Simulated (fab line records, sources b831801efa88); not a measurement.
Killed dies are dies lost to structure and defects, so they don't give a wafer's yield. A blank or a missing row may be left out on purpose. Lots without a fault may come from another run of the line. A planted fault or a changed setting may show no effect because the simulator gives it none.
fab line records | flow sky130
record lots=12 wafers=35 last_day=50
route steps=708 shown VT_ADJUST_LVTN@107 VT_ADJUST_HVTR@133
lots that met no fault: from a run of the same line without faults
start_h: hours from the record's first day to the start of the lot's first wafer shown | wait_h: hours since the lot's step before | " the same as in the row above | L1.1+2: a row that stands for several wafers | - no value, or no start given | * or withheld: withheld | < > ~ a bound
route shown NAME@n: a module of which the file shows steps, and the number in the route of the first | usual: mean/standard deviation of fault-free wafers | same: alike in all rows | chamber/n: place in a boat | sites: the reading at each site | _std_site: their standard deviation | _edge_site: outer sites' mean less inner sites' | radius_mm: how far each site lies from the wafer's centre | mask NAME#n: copy n | behind: the tool/chamber that last shaped the wafer | hold: why the lot was held/for how many hours/how that ended | device: the transistor (n, p or np) that didn't switch | end of line: the same wafers' tests at the end of the route | a step without rows: its recipe alone | killed: dies lost to structure and defects at the first sort, not the wafer's yield | map: a wafer's dies, x killed, . not, _ none there
set.NAME: the setting as run; set.NAME@STEP: as run at that earlier step | model.NAME: the simulator's own value behind a step, which no gauge read
steps of the route over a sample of lots; a table a step, a row a wafer
services: from which hour (start_h, from the record's first day; less than 0 if before it) a tool's chamber was out of use, for how many hours, and why
## steps
# step SKY_VT_ADJUST_LVTN_TW_MEAS_10
# usual VT_ADJUST_LVTN_TW=239.6/1.5
# columns lot.wafer tool chamber start_h wait_h VT_ADJUST_LVTN_TW
L595.1 film_metro-03 - 138.81 0.1 241.7
L595.2 " - " " 241.6
L595.3 " - " " 241.6
L596.3 film_metro-03 - 145.51 0.1 241.1
L596.5 " - " " 240.1
L596.6 " - " " 239.2
L597.1 film_metro-02 - 160.76 0.1 239.4
L597.2 " - " " 239.9
L597.6 " - " " 239.1
L598.2 film_metro-02 - 164.37 0.1 238.7
L598.4 " - " " 238.4
L598.6 " - " " 238.2
L599.3 film_metro-03 - 173.80 0.1 240.6
L599.4 " - " " 241.4
L599.6 " - " " 241.7
L602.4 film_metro-03 - 187.46 0.1 241.5
L602.5 " - " " 241.7
L608.1 film_metro-01 - 224.53 0.1 236.3
L608.3 " - " " 235.9
L608.6 " - " " 234.9
L611.1 film_metro-02 - 249.53 0.1 240.6
L611.5 " - " " 239.0
L611.6 " - " " 240.6
L615.3 film_metro-02 - 273.48 0.1 240.9
L615.4 " - " " 241.4
L615.6 " - " " 240.1
L616.1 film_metro-02 - 279.33 0.1 241.0
L616.5 " - " " 240.9
L616.6 " - " " 240.7
L617.1 film_metro-03 - 282.11 0.1 240.1
L617.2 " - " " 240.2
L617.5 " - " " 240.5
L618.1 film_metro-02 - 292.13 0.1 239.6
L618.4 " - " " 239.7
L618.5 " - " " 239.3
# step SKY_VT_ADJUST_LVTN_STRIP_20
# recipe chemistry=O2/N2 power_w=1400 pressure_mtorr=1500 platen_temp_c=withheld o2_flow_sccm=3000 n2_flow_sccm=300 overash_fraction=0.5
# usual drypump_motor_current_A=5.4/0.36 oes_product_au=0.716/0.0044 strip_time_to_endpoint_s=14.17/0.03
# columns lot.wafer tool chamber start_h wait_h drypump_motor_current_A oes_product_au rf_hours_counter_h strip_time_to_endpoint_s
L595.1 plasma_asher-01 0 158.53 0.1 5.2 0.713 47 14.16
L595.2 " 1 " " 5.5 0.723 47 14.19
L595.3 " 0 " " 5.2 0.712 - 14.17
L596.3 plasma_asher-03 0 165.11 0.1 5.4 0.719 - 14.15
L596.5 " 0 " " 5.4 0.713 - 14.17
L596.6 " 1 " " 4.9 0.718 - 14.15
L597.1 plasma_asher-03 0 181.26 0.1 5.4 0.714 6 14.17
L597.2 " 1 " " 5.0 0.717 6 14.17
L597.6 " 1 " " 5.0 0.718 - 14.15
L598.2 plasma_asher-04 0 185.66 0.1 6.1 0.719 37 14.19
L598.4 " 1 " " 5.7 0.720 - 14.14
L598.6 " 1 " " 5.7 0.717 - 14.15
L599.3 plasma_asher-04 1 195.14 0.1 5.7 0.716 - 14.14
L599.4 " 0 " " 6.2 0.716 - 14.13
L599.6 " 1 " " 5.7 0.720 - 14.11
L602.4 plasma_asher-01 1 208.94 0.1 5.6 0.716 - 14.18
L602.5 " 1 " " 5.5 0.716 - 14.18
L608.1 plasma_asher-01 1 247.78 0.1 5.5 0.716 55 14.20
L608.3 " 1 " " 5.5 0.715 - 14.16
L608.6 " 0 " " 5.2 0.715 - 14.20
L611.1 plasma_asher-04 1 273.68 0.1 5.7 0.710 45 14.18
L611.5 " 0 " " 6.1 0.719 - 14.17
L611.6 " 1 " " 5.7 0.711 - 14.14
L615.3 plasma_asher-03 0 298.04 0.1 5.5 0.721 - 14.20
L615.4 " 1 " " 4.9 0.719 - 14.19
L615.6 " 1 " " 4.9 0.709 - 14.18
L616.1 plasma_asher-04 0 304.11 0.1 6.1 0.718 48 14.22
L616.5 " 0 " " 6.1 0.713 - 14.19
L616.6 " 1 " " 5.7 0.722 - 14.21
L617.1 plasma_asher-03 0 306.68 0.1 5.4 0.716 19 14.19
L617.2 " 1 " " 5.0 0.715 19 14.12
L617.5 " 0 " " 5.5 0.713 - 14.14
L618.1 plasma_asher-03 0 315.78 0.1 5.4 0.710 20 14.16
L618.4 " 0 " " 5.4 0.717 - 14.11
L618.5 " 0 " " 5.4 0.709 - 14.13
# step SKY_VT_ADJUST_HVTR_COAT_02
# recipe resist=NOVOLAK spin_rpm=3000 resist_thk_nm=1140
# columns lot.wafer tool chamber start_h wait_h
L595.1+2+3 litho_track-03 0 189.94 0.1
L596.3+5+6 litho_track-04 0 198.30 0.1
L597.1+2+6 litho_track-03 0 212.74 0.1
L598.2+4+6 litho_track-03 0 218.07 0.1
L599.3+4+6 litho_track-03 0 226.44 0.1
L602.4+5 litho_track-03 0 242.32 0.1
L608.1+3+6 litho_track-02 0 283.97 0.1
L611.1+5+6 litho_track-04 0 310.25 0.1
L615.3+4+6 litho_track-03 0 336.49 0.1
L616.1+5+6 litho_track-02 0 343.02 0.1
L617.1+2+5 litho_track-04 0 346.05 0.1
L618.1+4+5 litho_track-02 0 355.02 0.1
# step SKY_VT_ADJUST_HVTR_CD_MEAS_07
# recipe target_cd_nm=380
# usual cd_nm=380.5/2.5
# columns lot.wafer tool chamber start_h wait_h cd_nm
L595.1 cd_sem-01 - 201.30 0.1 377.4
L595.2 " - " " 380.5
L595.3 " - " " 378.3
L596.3 cd_sem-02 - 209.03 0.1 386.2
L596.5 " - " " 382.0
L596.6 " - " " 386.2
L597.1 cd_sem-02 - 224.04 0.1 382.7
L597.2 " - " " 383.5
L597.6 " - " " 380.9
L598.2 cd_sem-02 - 227.81 0.1 380.3
L598.4 " - " " 376.5
L598.6 " - " " 378.2
L599.3 cd_sem-01 - 237.41 0.1 381.3
L599.4 " - " " 381.3
L599.6 " - " " 383.3
L602.4 cd_sem-02 - 253.66 0.1 372.2
L602.5 " - " " 380.6
L608.1 cd_sem-01 - 296.87 0.1 384.7
L608.3 " - " " 385.9
L608.6 " - " " 383.9
L611.1 cd_sem-01 - 323.40 0.1 374.6
L611.5 " - " " 378.9
L611.6 " - " " 379.5
L615.3 cd_sem-02 - 349.29 0.1 383.9
L615.4 " - " " 384.5
L615.6 " - " " 384.1
L616.1 cd_sem-01 - 356.55 0.1 377.3
L616.5 " - " " 376.7
L616.6 " - " " 376.0
L617.1 cd_sem-02 - 360.02 0.1 380.8
L617.2 " - " " 380.2
L617.5 " - " " 377.7
L618.1 cd_sem-01 - 369.65 0.1 380.8
L618.4 " - " " 379.7
L618.5 " - " " 381.1
# step SKY_VT_ADJUST_HVTR_STRIP_10
# recipe chemistry=O2/N2 power_w=1400 pressure_mtorr=1500 platen_temp_c=withheld o2_flow_sccm=3000 n2_flow_sccm=300 overash_fraction=0.5
# usual drypump_motor_current_A=5.27/0.25 oes_product_au=0.716/0.0042 strip_time_to_endpoint_s=14.16/0.045
# columns lot.wafer tool chamber start_h wait_h drypump_motor_current_A oes_product_au rf_hours_counter_h strip_time_to_endpoint_s
L595.1 plasma_asher-01 1 201.60 0.1 5.56 0.714 51 14.12
L595.2 " 0 " " 5.14 0.718 51 14.11
L595.3 " 1 " " 5.55 0.709 - 14.09
L596.3 plasma_asher-03 1 209.33 0.1 4.95 0.718 - 14.16
L596.5 " 1 " " 4.92 0.721 - 14.15
L596.6 " 0 " " 5.48 0.714 - 14.16
L597.1 plasma_asher-01 1 224.35 0.1 5.54 0.712 53 14.09
L597.2 " 0 " " 5.14 0.721 53 14.07
L597.6 " 1 " " 5.54 0.723 - 14.13
L598.2 plasma_asher-03 0 228.10 0.1 5.49 0.717 11 14.17
L598.4 " 1 " " 4.94 0.710 - 14.16
L598.6 " 1 " " 4.95 0.721 - 14.16
L599.3 plasma_asher-01 1 237.71 0.1 5.55 0.715 - 14.20
L599.4 " 0 " " 5.15 0.712 - 14.24
L599.6 " 0 " " 5.14 0.719 - 14.21
L602.4 plasma_asher-02 0 253.94 0.1 5.67 0.718 - 14.92
L602.5 " 0 " " 5.66 0.711 - 14.16
L608.1 plasma_asher-01 1 297.18 0.1 5.55 0.711 60 14.13
L608.3 " 0 " " 5.13 0.718 - 14.13
L608.6 " 0 " " 5.15 0.709 - 14.16
L611.1 plasma_asher-03 1 323.70 0.1 4.93 0.716 20 14.23
L611.5 " 1 " " 4.94 0.718 - 14.17
L611.6 " 0 " " 5.46 0.711 - 14.20
L615.3 plasma_asher-01 0 349.59 0.1 5.15 0.714 - 14.18
L615.4 " 1 " " 5.55 0.721 - 14.16
L615.6 " 1 " " 5.54 0.716 - 14.16
L616.1 plasma_asher-03 0 356.85 0.1 5.44 0.712 24 14.22
L616.5 " 0 " " 5.45 0.716 - 14.16
L616.6 " 1 " " 4.97 0.714 - 14.19
L617.1 plasma_asher-02 1 360.33 0.1 5.14 0.724 67 14.04
L617.2 " 0 " " 5.66 0.717 67 14.04
L617.5 " 1 " " 5.12 0.715 - 14.08
L618.1 plasma_asher-03 1 369.95 0.1 4.95 0.721 25 14.15
L618.4 " 0 " " 5.47 0.715 - 14.19
L618.5 " 0 " " 5.46 0.715 - 14.18
# step SKY_VT_ADJUST_HVTR_TW_MEAS_11
# usual VT_ADJUST_HVTR_TW=210.2/1
# columns lot.wafer tool chamber start_h wait_h VT_ADJUST_HVTR_TW
L595.1 film_metro-04 - 201.70 0.1 210.6
L595.2 " - " " 211.7
L595.3 " - " " 211.8
L596.3 film_metro-02 - 209.42 0.1 209.9
L596.5 " - " " 209.7
L596.6 " - " " 209.4
L597.1 film_metro-03 - 224.45 0.1 210.1
L597.2 " - " " 210.3
L597.6 " - " " 209.8
L598.2 film_metro-02 - 228.21 0.1 209.6
L598.4 " - " " 208.6
L598.6 " - " " 210.5
L599.3 film_metro-02 - 237.80 0.1 209.7
L599.4 " - " " 209.8
L599.6 " - " " 209.4
L602.4 film_metro-02 - 254.03 0.1 208.0
L602.5 " - " " 209.4
L608.1 film_metro-02 - 297.28 0.1 208.6
L608.3 " - " " 209.8
L608.6 " - " " 208.2
L611.1 film_metro-03 - 323.80 0.1 209.5
L611.5 " - " " 210.4
L611.6 " - " " 209.8
L615.3 film_metro-03 - 349.67 0.1 208.9
L615.4 " - " " 210.5
L615.6 " - " " 211.3
L616.1 film_metro-04 - 356.95 0.1 211.2
L616.5 " - " " 211.6
L616.6 " - " " 211.9
L617.1 film_metro-04 - 360.43 0.1 211.0
L617.2 " - " " 211.4
L617.5 " - " " 210.0
L618.1 film_metro-02 - 370.05 0.1 209.1
L618.4 " - " " 209.4
L618.5 " - " " 210.0
## services
# columns tool chamber start_h hours kind
plasma_asher-04 - 223.91 1.5 repair
plasma_asher-01 - 249.75 5.9 repair
plasma_asher-03 - 285.26 2.8 pm
plasma_asher-01 - 311.74 1.2 repair
plasma_asher-01 - 324.63 8.0 repair
## key
first_sign step=SKY_VT_ADJUST_HVTR_CD_MEAS_07 reading=cd_nm direction=down sigmas=3.3 usual=380.5 struck=372.2
effect step=SKY_VT_ADJUST_HVTR_STRIP_10 reading=strip_time_to_endpoint_s direction=up sigmas=17 usual=* struck=*
met_at SKY_VT_ADJUST_HVTR_COAT_02
struck_lots L602
struck_wafers L602.4
tester_left_out L602
not_acting_at SKY_VT_ADJUST_LVTN_TW_MEAS_10,SKY_VT_ADJUST_LVTN_STRIP_20,SKY_VT_ADJUST_HVTR_TW_MEAS_11
onset_between 226.44 242.32
fault kind=process_parameter_drift tool=litho_track-03 chamber=- onset_h=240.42 steps=SKY_VT_ADJUST_HVTR_COAT_02 channel=resist_thk_nm offset=67.95 shape=step end_h=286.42 scope=struck_wafers_only acts_in=these_recipes_only stated=1140
# tester_left_out: of these lots the tester's yield and bins aren't shown, on N5 and GAA mostly nor the transistor test; their killed dies are dies lost to structure and defects alone, not to doping, threshold or leakage, so they don't give the yield
